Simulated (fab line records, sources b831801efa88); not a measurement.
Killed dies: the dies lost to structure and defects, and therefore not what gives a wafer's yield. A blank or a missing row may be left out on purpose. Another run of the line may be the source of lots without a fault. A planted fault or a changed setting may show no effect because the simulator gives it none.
The tool behind it: which one? || flow sky130 || 14 lots with 41 wafers sampled at 6 steps, on a route of 708 steps

WHAT EACH GAUGE READ, for each wafer
SKY_FIELD_ISO_THK_MEAS_04.
{"lot": "L383", "measured": "day 1 20:10", "on": "film-metro-02", "FIELD_ISO_CVD_03_THK (nm)": "165.7 166.6 166.8"}
{"lot": "L385", "measured": "day 2 07:07", "on": "film-metro-02", "FIELD_ISO_CVD_03_THK (nm)": "166.5 165.2 168.0"}
{"lot": "L389", "measured": "day 3 01:31", "on": "film-metro-03", "FIELD_ISO_CVD_03_THK (nm)": "165.0 167.6 165.5"}
{"lot": "L390", "measured": "day 3 06:30", "on": "film-metro-02", "FIELD_ISO_CVD_03_THK (nm)": "165.5 167.0 166.3"}
{"lot": "L391", "measured": "day 3 11:25", "on": "film-metro-02", "FIELD_ISO_CVD_03_THK (nm)": "169.5 169.1 168.2"}
{"lot": "L393", "measured": "day 3 21:11", "on": "film-metro-03", "FIELD_ISO_CVD_03_THK (nm)": "165.5 165.4 166.2"}
{"lot": "L395", "measured": "day 4 06:32", "on": "film-metro-03", "FIELD_ISO_CVD_03_THK (nm)": "163.5 163.4"}
{"lot": "L397", "measured": "day 4 17:13", "on": "film-metro-03", "FIELD_ISO_CVD_03_THK (nm)": "167.5 165.9 167.5"}
{"lot": "L398", "measured": "day 4 21:44", "on": "film-metro-01", "FIELD_ISO_CVD_03_THK (nm)": "163.9 164.5 164.4"}
{"lot": "L399", "measured": "day 5 03:10", "on": "film-metro-02", "FIELD_ISO_CVD_03_THK (nm)": "166.2 165.9 165.0"}
{"lot": "L400", "measured": "day 5 07:29", "on": "film-metro-02", "FIELD_ISO_CVD_03_THK (nm)": "166.8 165.3 167.4"}
{"lot": "L401", "measured": "day 5 12:29", "on": "film-metro-02", "FIELD_ISO_CVD_03_THK (nm)": "165.4 166.0 167.6"}
{"lot": "L402", "measured": "day 5 21:28", "on": "film-metro-02", "FIELD_ISO_CVD_03_THK (nm)": "168.2 168.6 169.1"}
{"lot": "L403", "measured": "day 6 00:38", "on": "film-metro-01", "FIELD_ISO_CVD_03_THK (nm)": "163.5 163.2 164.0"}

SKY_NWELL_OVL_MEAS_10.
{"lot": "L383", "measured": "day 5 00:34", "on": "overlay-02", "NWELL_00_OVL (nm)": "0.4 -1.5 0.3"}
{"lot": "L385", "measured": "day 5 07:46", "on": "overlay-01", "NWELL_00_OVL (nm)": "1.1 0.0 0.0"}
{"lot": "L389", "measured": "day 6 07:37", "on": "overlay-01", "NWELL_00_OVL (nm)": "0.3 0.5 -1.8"}
{"lot": "L393", "measured": "day 7 04:01", "on": "overlay-02", "NWELL_00_OVL (nm)": "2.8 1.6 3.0"}
{"lot": "L395", "measured": "day 7 14:56", "on": "overlay-01", "NWELL_00_OVL (nm)": "1.1 -0.3"}
{"lot": "L397", "measured": "day 8 09:07", "on": "overlay-02", "NWELL_00_OVL (nm)": "-1.2 0.3 -1.0"}
{"lot": "L398", "measured": "day 8 13:02", "on": "overlay-02", "NWELL_00_OVL (nm)": "-0.5 0.1 0.8"}
{"lot": "L399", "measured": "day 8 17:59", "on": "overlay-02", "NWELL_00_OVL (nm)": "0.4 2.3 -0.7"}
{"lot": "L400", "measured": "day 9 01:26", "on": "overlay-01", "NWELL_00_OVL (nm)": "0.7 0.6 0.9"}
{"lot": "L401", "measured": "day 9 06:43", "on": "overlay-01", "NWELL_00_OVL (nm)": "0.0 1.8 1.9"}
{"lot": "L402", "measured": "day 9 13:28", "on": "overlay-02", "NWELL_00_OVL (nm)": "0.9 -1.0 -0.3"}
{"lot": "L403", "measured": "day 9 16:55", "on": "overlay-01", "NWELL_00_OVL (nm)": "-0.1 1.1 1.4"}

TOOL THAT RAN EACH LOT (tool first, then ch and the chambers of the sampled wafers, then the start)
{"lot": "L383", "SKY_FIELD_ISO_ETCH_14": "rie-diel-04 ch 1,2, day 2 10:25", "SKY_FIELD_ISO_ETCH_15": "rie-diel-04 ch 1,2, day 2 10:28", "SKY_FIELD_ISO_STRIP_16": "plasma-asher-03 ch 0,1, day 2 10:31", "SKY_FIELD_ISO_ETCH_17": "rie-si-02 ch 1,2,3, day 2 10:37"}
{"lot": "L385", "SKY_FIELD_ISO_ETCH_14": "rie-diel-01 ch 2,3, day 2 21:45", "SKY_FIELD_ISO_ETCH_15": "rie-diel-01 ch 2,3, day 2 21:48", "SKY_FIELD_ISO_STRIP_16": "plasma-asher-01 ch 0,1, day 2 21:51", "SKY_FIELD_ISO_ETCH_17": "rie-si-01 ch 0,1,2, day 2 21:57"}
{"lot": "L389", "SKY_FIELD_ISO_ETCH_14": "rie-diel-04 ch 0,1,2, day 3 17:51", "SKY_FIELD_ISO_ETCH_15": "rie-diel-04 ch 0,1,2, day 3 17:54", "SKY_FIELD_ISO_STRIP_16": "plasma-asher-03 ch 0,1, day 3 17:57", "SKY_FIELD_ISO_ETCH_17": "rie-si-01 ch 0,1,2, day 3 18:03"}
{"lot": "L390", "SKY_FIELD_ISO_ETCH_14": "rie-diel-04 ch 1,2, day 3 23:25", "SKY_FIELD_ISO_ETCH_15": "rie-diel-04 ch 1,2, day 3 23:28", "SKY_FIELD_ISO_STRIP_16": "plasma-asher-04 ch 0,1, day 3 23:33", "SKY_FIELD_ISO_ETCH_17": "rie-si-01 ch 0,2,3, day 3 23:37"}
{"lot": "L391", "SKY_FIELD_ISO_ETCH_14": "rie-diel-01 ch 1,2,3, day 4 04:14", "SKY_FIELD_ISO_ETCH_15": "rie-diel-01 ch 1,2,3, day 4 04:17", "SKY_FIELD_ISO_STRIP_16": "plasma-asher-01 ch 0,1, day 4 04:20", "SKY_FIELD_ISO_ETCH_17": "rie-si-02 ch 0,1,2, day 4 04:26"}
{"lot": "L393", "SKY_FIELD_ISO_ETCH_14": "rie-diel-01 ch 0,1,3, day 4 14:02", "SKY_FIELD_ISO_ETCH_15": "rie-diel-01 ch 0,1,3, day 4 14:05", "SKY_FIELD_ISO_STRIP_16": "plasma-asher-04 ch 0,1, day 4 14:08", "SKY_FIELD_ISO_ETCH_17": "rie-si-02 ch 0,2,3, day 4 14:14"}
{"lot": "L395", "SKY_FIELD_ISO_ETCH_14": "rie-diel-04 ch 1,3, day 5 00:05", "SKY_FIELD_ISO_ETCH_15": "rie-diel-04 ch 1,3, day 5 00:08", "SKY_FIELD_ISO_STRIP_16": "plasma-asher-01 ch 1, day 5 00:11", "SKY_FIELD_ISO_ETCH_17": "rie-si-01 ch 1,2, day 5 00:17"}
{"lot": "L397", "SKY_FIELD_ISO_ETCH_14": "rie-diel-04 ch 0,1,3, day 5 11:08", "SKY_FIELD_ISO_ETCH_15": "rie-diel-04 ch 0,1,3, day 5 11:11", "SKY_FIELD_ISO_STRIP_16": "plasma-asher-04 ch 0,1, day 5 11:14", "SKY_FIELD_ISO_ETCH_17": "rie-si-02 ch 1,3, day 5 11:20"}
{"lot": "L398", "SKY_FIELD_ISO_ETCH_14": "rie-diel-03 ch 0,1,3, day 5 15:51", "SKY_FIELD_ISO_ETCH_15": "rie-diel-03 ch 0,1,3, day 5 15:54", "SKY_FIELD_ISO_STRIP_16": "plasma-asher-04 ch 0,1, day 5 15:57", "SKY_FIELD_ISO_ETCH_17": "rie-si-02 ch 2,3, day 5 16:03"}
{"lot": "L399", "SKY_FIELD_ISO_ETCH_14": "rie-diel-03 ch 0,1,3, day 5 21:48", "SKY_FIELD_ISO_ETCH_15": "rie-diel-03 ch 0,1,3, day 5 21:51", "SKY_FIELD_ISO_STRIP_16": "plasma-asher-04 ch 0,1, day 5 21:54", "SKY_FIELD_ISO_ETCH_17": "rie-si-01 ch 0,1,2, day 5 22:00"}
{"lot": "L400", "SKY_FIELD_ISO_ETCH_14": "rie-diel-04 ch 0,3, day 6 01:29", "SKY_FIELD_ISO_ETCH_15": "rie-diel-04 ch 0,3, day 6 01:32", "SKY_FIELD_ISO_STRIP_16": "plasma-asher-04 ch 0,1, day 6 01:35", "SKY_FIELD_ISO_ETCH_17": "rie-si-01 ch 0,1,2, day 6 01:41"}
{"lot": "L401", "SKY_FIELD_ISO_ETCH_14": "rie-diel-03 ch 0,1, day 6 06:54", "SKY_FIELD_ISO_ETCH_15": "rie-diel-03 ch 0,1, day 6 06:58", "SKY_FIELD_ISO_STRIP_16": "plasma-asher-01 ch 0,1, day 6 07:03", "SKY_FIELD_ISO_ETCH_17": "rie-si-01 ch 0,1,3, day 6 07:09"}
{"lot": "L402", "SKY_FIELD_ISO_ETCH_14": "rie-diel-04 ch 2,3, day 6 15:54", "SKY_FIELD_ISO_ETCH_15": "rie-diel-04 ch 2,3, day 6 15:57", "SKY_FIELD_ISO_STRIP_16": "plasma-asher-04 ch 0,1, day 6 16:00", "SKY_FIELD_ISO_ETCH_17": "rie-si-02 ch 1,2,3, day 6 16:06"}
{"lot": "L403", "SKY_FIELD_ISO_ETCH_14": "rie-diel-03 ch 0,1, day 6 19:04", "SKY_FIELD_ISO_ETCH_15": "rie-diel-03 ch 0,1, day 6 19:07", "SKY_FIELD_ISO_STRIP_16": "plasma-asher-01 ch 0,1, day 6 19:12", "SKY_FIELD_ISO_ETCH_17": "rie-si-02 ch 1,3, day 6 19:16"}
- SKY_FIELD_ISO_ETCH_14: etches BARC in N2/H2, stops on SiO2, time 43.93 s, target depth 60 nm.
- SKY_FIELD_ISO_ETCH_15: etches the open film in CHF3/O2, stops on Si, target depth 180 nm, time 72 s.
- SKY_FIELD_ISO_STRIP_16: strips in O2/N2.
- SKY_FIELD_ISO_ETCH_17: etches Si in HBr/Cl2/O2, target depth 342 nm, time 97.7 s.

AS READ BY THE TOOLS THEMSELVES (means over the sampled wafers that have a number; for cases with no such wafer, the mark the record gives instead)
SKY_FIELD_ISO_ETCH_14.
{"lot": "L383", "tool": "rie-diel-04", "bias-w (W)": 99.8, "chamber-pressure-mTorr (mTorr)": 29.998, "drypump-motor-current-A (A)": 5.7, "h2-flow-sccm (sccm)": 199.3, "n2-flow-sccm (sccm)": 99.8, "oes-product-au (a.u.)": 0.878, "throttle-valve-pct (%)": 13.223}
{"lot": "L385", "tool": "rie-diel-01", "bias-w (W)": 99.8, "chamber-pressure-mTorr (mTorr)": 29.984, "drypump-motor-current-A (A)": 5.9, "h2-flow-sccm (sccm)": 200.1, "n2-flow-sccm (sccm)": 100.2, "oes-product-au (a.u.)": 0.876, "throttle-valve-pct (%)": 13.224}
{"lot": "L389", "tool": "rie-diel-04", "bias-w (W)": 100.1, "chamber-pressure-mTorr (mTorr)": 30.012, "drypump-motor-current-A (A)": 5.7, "h2-flow-sccm (sccm)": 199.7, "n2-flow-sccm (sccm)": 100.2, "oes-product-au (a.u.)": 0.877, "throttle-valve-pct (%)": 13.220}
{"lot": "L390", "tool": "rie-diel-04", "bias-w (W)": "-", "chamber-pressure-mTorr (mTorr)": "-", "drypump-motor-current-A (A)": "-", "h2-flow-sccm (sccm)": "-", "n2-flow-sccm (sccm)": "-", "oes-product-au (a.u.)": "-", "throttle-valve-pct (%)": "-"}
{"lot": "L391", "tool": "rie-diel-01", "bias-w (W)": "-", "chamber-pressure-mTorr (mTorr)": "-", "drypump-motor-current-A (A)": "-", "h2-flow-sccm (sccm)": "-", "n2-flow-sccm (sccm)": "-", "oes-product-au (a.u.)": "-", "throttle-valve-pct (%)": "-"}
{"lot": "L393", "tool": "rie-diel-01", "bias-w (W)": 100.1, "chamber-pressure-mTorr (mTorr)": 30.026, "drypump-motor-current-A (A)": 5.3, "h2-flow-sccm (sccm)": 200.0, "n2-flow-sccm (sccm)": 99.8, "oes-product-au (a.u.)": 0.879, "throttle-valve-pct (%)": 13.222}
{"lot": "L395", "tool": "rie-diel-04", "bias-w (W)": 100.1, "chamber-pressure-mTorr (mTorr)": 29.962, "drypump-motor-current-A (A)": 6.1, "h2-flow-sccm (sccm)": 200.8, "n2-flow-sccm (sccm)": 100.0, "oes-product-au (a.u.)": 0.875, "throttle-valve-pct (%)": 13.224}
{"lot": "L397", "tool": "rie-diel-04", "bias-w (W)": 100.1, "chamber-pressure-mTorr (mTorr)": 29.973, "drypump-motor-current-A (A)": 5.8, "h2-flow-sccm (sccm)": 200.8, "n2-flow-sccm (sccm)": 100.0, "oes-product-au (a.u.)": 0.876, "throttle-valve-pct (%)": 13.227}
{"lot": "L398", "tool": "rie-diel-03", "bias-w (W)": 100.0, "chamber-pressure-mTorr (mTorr)": 30.036, "drypump-motor-current-A (A)": 5.8, "h2-flow-sccm (sccm)": 199.4, "n2-flow-sccm (sccm)": 100.0, "oes-product-au (a.u.)": 0.872, "throttle-valve-pct (%)": 13.228}
{"lot": "L399", "tool": "rie-diel-03", "bias-w (W)": 100.1, "chamber-pressure-mTorr (mTorr)": 29.994, "drypump-motor-current-A (A)": 5.8, "h2-flow-sccm (sccm)": 200.2, "n2-flow-sccm (sccm)": 100.2, "oes-product-au (a.u.)": 0.873, "throttle-valve-pct (%)": 13.228}
{"lot": "L400", "tool": "rie-diel-04", "bias-w (W)": 99.8, "chamber-pressure-mTorr (mTorr)": 29.997, "drypump-motor-current-A (A)": 5.7, "h2-flow-sccm (sccm)": 200.3, "n2-flow-sccm (sccm)": 99.8, "oes-product-au (a.u.)": 0.873, "throttle-valve-pct (%)": 13.229}
{"lot": "L401", "tool": "rie-diel-03", "bias-w (W)": 99.7, "chamber-pressure-mTorr (mTorr)": 29.979, "drypump-motor-current-A (A)": 5.8, "h2-flow-sccm (sccm)": 199.5, "n2-flow-sccm (sccm)": 100.1, "oes-product-au (a.u.)": 0.881, "throttle-valve-pct (%)": 13.223}
{"lot": "L402", "tool": "rie-diel-04", "bias-w (W)": 99.8, "chamber-pressure-mTorr (mTorr)": 29.982, "drypump-motor-current-A (A)": 6.3, "h2-flow-sccm (sccm)": 199.9, "n2-flow-sccm (sccm)": 100.0, "oes-product-au (a.u.)": 0.879, "throttle-valve-pct (%)": 13.231}
{"lot": "L403", "tool": "rie-diel-03", "bias-w (W)": 99.9, "chamber-pressure-mTorr (mTorr)": 29.989, "drypump-motor-current-A (A)": 5.8, "h2-flow-sccm (sccm)": 200.0, "n2-flow-sccm (sccm)": 99.8, "oes-product-au (a.u.)": 0.876, "throttle-valve-pct (%)": 13.233}

SKY_FIELD_ISO_ETCH_15.
{"lot": "L383", "tool": "rie-diel-04", "O2_flow_sccm (sccm)": 4.985, "bias-w (W)": 200.5, "drypump-motor-current-A (A)": 5.7, "oes-product-au (a.u.)": 0.954, "throttle-valve-pct (%)": 8.857}
{"lot": "L385", "tool": "rie-diel-01", "O2_flow_sccm (sccm)": 4.996, "bias-w (W)": 199.9, "drypump-motor-current-A (A)": 5.9, "oes-product-au (a.u.)": 0.954, "throttle-valve-pct (%)": 8.848}
{"lot": "L389", "tool": "rie-diel-04", "O2_flow_sccm (sccm)": 5.005, "bias-w (W)": 200.3, "drypump-motor-current-A (A)": 5.6, "oes-product-au (a.u.)": 0.946, "throttle-valve-pct (%)": 8.853}
{"lot": "L390", "tool": "rie-diel-04", "O2_flow_sccm (sccm)": 4.988, "bias-w (W)": 199.2, "drypump-motor-current-A (A)": 5.9, "oes-product-au (a.u.)": 0.372, "throttle-valve-pct (%)": 8.675}
{"lot": "L391", "tool": "rie-diel-01", "O2_flow_sccm (sccm)": 5.003, "bias-w (W)": 200.7, "drypump-motor-current-A (A)": 5.7, "oes-product-au (a.u.)": 0.373, "throttle-valve-pct (%)": 8.680}
{"lot": "L393", "tool": "rie-diel-01", "O2_flow_sccm (sccm)": 5.006, "bias-w (W)": 199.9, "drypump-motor-current-A (A)": 5.2, "oes-product-au (a.u.)": 0.945, "throttle-valve-pct (%)": 8.840}
{"lot": "L395", "tool": "rie-diel-04", "O2_flow_sccm (sccm)": 5.006, "bias-w (W)": 199.4, "drypump-motor-current-A (A)": 6.0, "oes-product-au (a.u.)": 0.936, "throttle-valve-pct (%)": 8.849}
{"lot": "L397", "tool": "rie-diel-04", "O2_flow_sccm (sccm)": 5.003, "bias-w (W)": 199.7, "drypump-motor-current-A (A)": 5.8, "oes-product-au (a.u.)": 0.953, "throttle-valve-pct (%)": 8.838}
{"lot": "L398", "tool": "rie-diel-03", "O2_flow_sccm (sccm)": 4.994, "bias-w (W)": 200.2, "drypump-motor-current-A (A)": 5.7, "oes-product-au (a.u.)": 0.942, "throttle-valve-pct (%)": 8.843}
{"lot": "L399", "tool": "rie-diel-03", "O2_flow_sccm (sccm)": 5.011, "bias-w (W)": 199.8, "drypump-motor-current-A (A)": 5.8, "oes-product-au (a.u.)": 0.947, "throttle-valve-pct (%)": 8.855}
{"lot": "L400", "tool": "rie-diel-04", "O2_flow_sccm (sccm)": 4.998, "bias-w (W)": 200.2, "drypump-motor-current-A (A)": 5.7, "oes-product-au (a.u.)": 0.948, "throttle-valve-pct (%)": 8.844}
{"lot": "L401", "tool": "rie-diel-03", "O2_flow_sccm (sccm)": 4.992, "bias-w (W)": 200.4, "drypump-motor-current-A (A)": 5.8, "oes-product-au (a.u.)": 0.953, "throttle-valve-pct (%)": 8.839}
{"lot": "L402", "tool": "rie-diel-04", "O2_flow_sccm (sccm)": 5.006, "bias-w (W)": 199.9, "drypump-motor-current-A (A)": 6.3, "oes-product-au (a.u.)": 0.964, "throttle-valve-pct (%)": 8.844}
{"lot": "L403", "tool": "rie-diel-03", "O2_flow_sccm (sccm)": 5.001, "bias-w (W)": 200.7, "drypump-motor-current-A (A)": 5.8, "oes-product-au (a.u.)": 0.939, "throttle-valve-pct (%)": 8.828}

SKY_FIELD_ISO_STRIP_16.
{"lot": "L383", "tool": "plasma-asher-03", "drypump-motor-current-A (A)": 5.52, "n2-flow-sccm (sccm)": 299.4, "o2-flow-sccm (sccm)": 3003, "oes-product-au (a.u.)": 0.376, "strip-time-to-endpoint-s (s)": 3.553}
{"lot": "L385", "tool": "plasma-asher-01", "drypump-motor-current-A (A)": 5.69, "n2-flow-sccm (sccm)": 300.9, "o2-flow-sccm (sccm)": 3006, "oes-product-au (a.u.)": 0.374, "strip-time-to-endpoint-s (s)": 3.550}
{"lot": "L389", "tool": "plasma-asher-03", "drypump-motor-current-A (A)": 5.51, "n2-flow-sccm (sccm)": 300.9, "o2-flow-sccm (sccm)": 2987, "oes-product-au (a.u.)": 0.381, "strip-time-to-endpoint-s (s)": 3.597}
{"lot": "L390", "tool": "plasma-asher-04", "drypump-motor-current-A (A)": 6.06, "n2-flow-sccm (sccm)": 299.1, "o2-flow-sccm (sccm)": 3000, "oes-product-au (a.u.)": 0.394, "strip-time-to-endpoint-s (s)": 3.971}
{"lot": "L391", "tool": "plasma-asher-01", "drypump-motor-current-A (A)": 5.65, "n2-flow-sccm (sccm)": 300.3, "o2-flow-sccm (sccm)": 2996, "oes-product-au (a.u.)": 0.396, "strip-time-to-endpoint-s (s)": 4.010}
{"lot": "L393", "tool": "plasma-asher-04", "drypump-motor-current-A (A)": 6.08, "n2-flow-sccm (sccm)": 300.4, "o2-flow-sccm (sccm)": 2989, "oes-product-au (a.u.)": 0.382, "strip-time-to-endpoint-s (s)": 3.562}
{"lot": "L395", "tool": "plasma-asher-01", "drypump-motor-current-A (A)": 5.81, "n2-flow-sccm (sccm)": 299.1, "o2-flow-sccm (sccm)": 3000, "oes-product-au (a.u.)": 0.374, "strip-time-to-endpoint-s (s)": 3.584}
{"lot": "L397", "tool": "plasma-asher-04", "drypump-motor-current-A (A)": 5.92, "n2-flow-sccm (sccm)": 300.9, "o2-flow-sccm (sccm)": 3002, "oes-product-au (a.u.)": 0.379, "strip-time-to-endpoint-s (s)": 3.563}
{"lot": "L398", "tool": "plasma-asher-04", "drypump-motor-current-A (A)": 6.08, "n2-flow-sccm (sccm)": 300.6, "o2-flow-sccm (sccm)": 2992, "oes-product-au (a.u.)": 0.380, "strip-time-to-endpoint-s (s)": 3.560}
{"lot": "L399", "tool": "plasma-asher-04", "drypump-motor-current-A (A)": 6.09, "n2-flow-sccm (sccm)": 299.5, "o2-flow-sccm (sccm)": 2996, "oes-product-au (a.u.)": 0.378, "strip-time-to-endpoint-s (s)": 3.538}
{"lot": "L400", "tool": "plasma-asher-04", "drypump-motor-current-A (A)": 5.94, "n2-flow-sccm (sccm)": 299.2, "o2-flow-sccm (sccm)": 3005, "oes-product-au (a.u.)": 0.377, "strip-time-to-endpoint-s (s)": 3.586}
{"lot": "L401", "tool": "plasma-asher-01", "drypump-motor-current-A (A)": 5.67, "n2-flow-sccm (sccm)": 300.6, "o2-flow-sccm (sccm)": 2997, "oes-product-au (a.u.)": 0.377, "strip-time-to-endpoint-s (s)": 3.541}
{"lot": "L402", "tool": "plasma-asher-04", "drypump-motor-current-A (A)": 5.93, "n2-flow-sccm (sccm)": 299.7, "o2-flow-sccm (sccm)": 3006, "oes-product-au (a.u.)": 0.385, "strip-time-to-endpoint-s (s)": 3.548}
{"lot": "L403", "tool": "plasma-asher-01", "drypump-motor-current-A (A)": 5.68, "n2-flow-sccm (sccm)": 300.7, "o2-flow-sccm (sccm)": 2991, "oes-product-au (a.u.)": 0.379, "strip-time-to-endpoint-s (s)": 3.580}

SKY_FIELD_ISO_ETCH_17.
{"lot": "L383", "tool": "rie-si-02", "HBr_flow_sccm (sccm)": 150.6, "O2_flow_sccm (sccm)": 5.992, "drypump-motor-current-A (A)": 5.8, "mfc-cl2-sccm (sccm)": 39.93, "oes-product-au (a.u.)": 1.008, "throttle-valve-pct (%)": 25.651}
{"lot": "L385", "tool": "rie-si-01", "HBr_flow_sccm (sccm)": 150.0, "O2_flow_sccm (sccm)": 6.021, "drypump-motor-current-A (A)": 6.2, "mfc-cl2-sccm (sccm)": 39.97, "oes-product-au (a.u.)": 1.002, "throttle-valve-pct (%)": 25.660}
{"lot": "L389", "tool": "rie-si-01", "HBr_flow_sccm (sccm)": 150.0, "O2_flow_sccm (sccm)": 6.021, "drypump-motor-current-A (A)": 6.2, "mfc-cl2-sccm (sccm)": 39.91, "oes-product-au (a.u.)": 1.006, "throttle-valve-pct (%)": 25.656}
{"lot": "L390", "tool": "rie-si-01", "HBr_flow_sccm (sccm)": 149.4, "O2_flow_sccm (sccm)": 6.002, "drypump-motor-current-A (A)": 6.3, "mfc-cl2-sccm (sccm)": 40.02, "oes-product-au (a.u.)": 0.989, "throttle-valve-pct (%)": 25.660}
{"lot": "L391", "tool": "rie-si-02", "HBr_flow_sccm (sccm)": 150.0, "O2_flow_sccm (sccm)": 5.991, "drypump-motor-current-A (A)": 5.4, "mfc-cl2-sccm (sccm)": 40.18, "oes-product-au (a.u.)": 0.997, "throttle-valve-pct (%)": 25.656}
{"lot": "L393", "tool": "rie-si-02", "HBr_flow_sccm (sccm)": 149.9, "O2_flow_sccm (sccm)": 6.010, "drypump-motor-current-A (A)": 5.8, "mfc-cl2-sccm (sccm)": 40.06, "oes-product-au (a.u.)": 1.002, "throttle-valve-pct (%)": 25.660}
{"lot": "L395", "tool": "rie-si-01", "HBr_flow_sccm (sccm)": 149.7, "O2_flow_sccm (sccm)": 6.005, "drypump-motor-current-A (A)": 6.1, "mfc-cl2-sccm (sccm)": 39.80, "oes-product-au (a.u.)": 1.006, "throttle-valve-pct (%)": 25.659}
{"lot": "L397", "tool": "rie-si-02", "HBr_flow_sccm (sccm)": 149.3, "O2_flow_sccm (sccm)": 6.000, "drypump-motor-current-A (A)": 5.6, "mfc-cl2-sccm (sccm)": 40.03, "oes-product-au (a.u.)": 1.020, "throttle-valve-pct (%)": 25.642}
{"lot": "L398", "tool": "rie-si-02", "HBr_flow_sccm (sccm)": 150.0, "O2_flow_sccm (sccm)": 6.015, "drypump-motor-current-A (A)": 6.2, "mfc-cl2-sccm (sccm)": 40.01, "oes-product-au (a.u.)": 1.015, "throttle-valve-pct (%)": 25.653}
{"lot": "L399", "tool": "rie-si-01", "HBr_flow_sccm (sccm)": 150.1, "O2_flow_sccm (sccm)": 5.996, "drypump-motor-current-A (A)": 6.2, "mfc-cl2-sccm (sccm)": 39.89, "oes-product-au (a.u.)": 0.998, "throttle-valve-pct (%)": 25.653}
{"lot": "L400", "tool": "rie-si-01", "HBr_flow_sccm (sccm)": 149.7, "O2_flow_sccm (sccm)": 5.994, "drypump-motor-current-A (A)": 6.2, "mfc-cl2-sccm (sccm)": 39.98, "oes-product-au (a.u.)": 1.001, "throttle-valve-pct (%)": 25.666}
{"lot": "L401", "tool": "rie-si-01", "HBr_flow_sccm (sccm)": 150.0, "O2_flow_sccm (sccm)": 6.004, "drypump-motor-current-A (A)": 6.2, "mfc-cl2-sccm (sccm)": 40.02, "oes-product-au (a.u.)": 0.987, "throttle-valve-pct (%)": 25.665}
{"lot": "L402", "tool": "rie-si-02", "HBr_flow_sccm (sccm)": 150.0, "O2_flow_sccm (sccm)": 5.992, "drypump-motor-current-A (A)": 5.8, "mfc-cl2-sccm (sccm)": 39.90, "oes-product-au (a.u.)": 1.008, "throttle-valve-pct (%)": 25.649}
{"lot": "L403", "tool": "rie-si-02", "HBr_flow_sccm (sccm)": 150.0, "O2_flow_sccm (sccm)": 5.994, "drypump-motor-current-A (A)": 5.9, "mfc-cl2-sccm (sccm)": 39.91, "oes-product-au (a.u.)": 1.011, "throttle-valve-pct (%)": 25.639}

THE ANSWER, worked out from the rows above alone
Rule: usual is defined by the lots themselves. The widest of any qualifying gaps counts: lots, ordered by their means at a reading, are off when they make up no more than a third of the lots, leave a main group of 4 or more, and stand apart from it by 3 or more times the standard deviation of that group's means. The tables above print the reading to a certain number of digits; a main group whose means all agree to those digits is not used. A lot without any number at a reading at which 4 lots or more have one is off too. Where the step has rows for the other lots, those lots are counted as sound. First the gauges in route order, then the tools' own readings, where a lot's mean is used as printed above. The first step at which some lot is off is used, and at that step the reading that is off furthest; a lot without a number counts as furthest.
Off at SKY_FIELD_ISO_ETCH_14 (bias-w): L390, L391. Without a number there: L390, L391. Main group: mean 99.9 W, sd 0.15.
A tool fits if, at that step or a process step before it, it ran every lot that is off, and no sound lot after the first of them. Of those tried, none fits.

WHAT THE SIMULATOR PUT IN
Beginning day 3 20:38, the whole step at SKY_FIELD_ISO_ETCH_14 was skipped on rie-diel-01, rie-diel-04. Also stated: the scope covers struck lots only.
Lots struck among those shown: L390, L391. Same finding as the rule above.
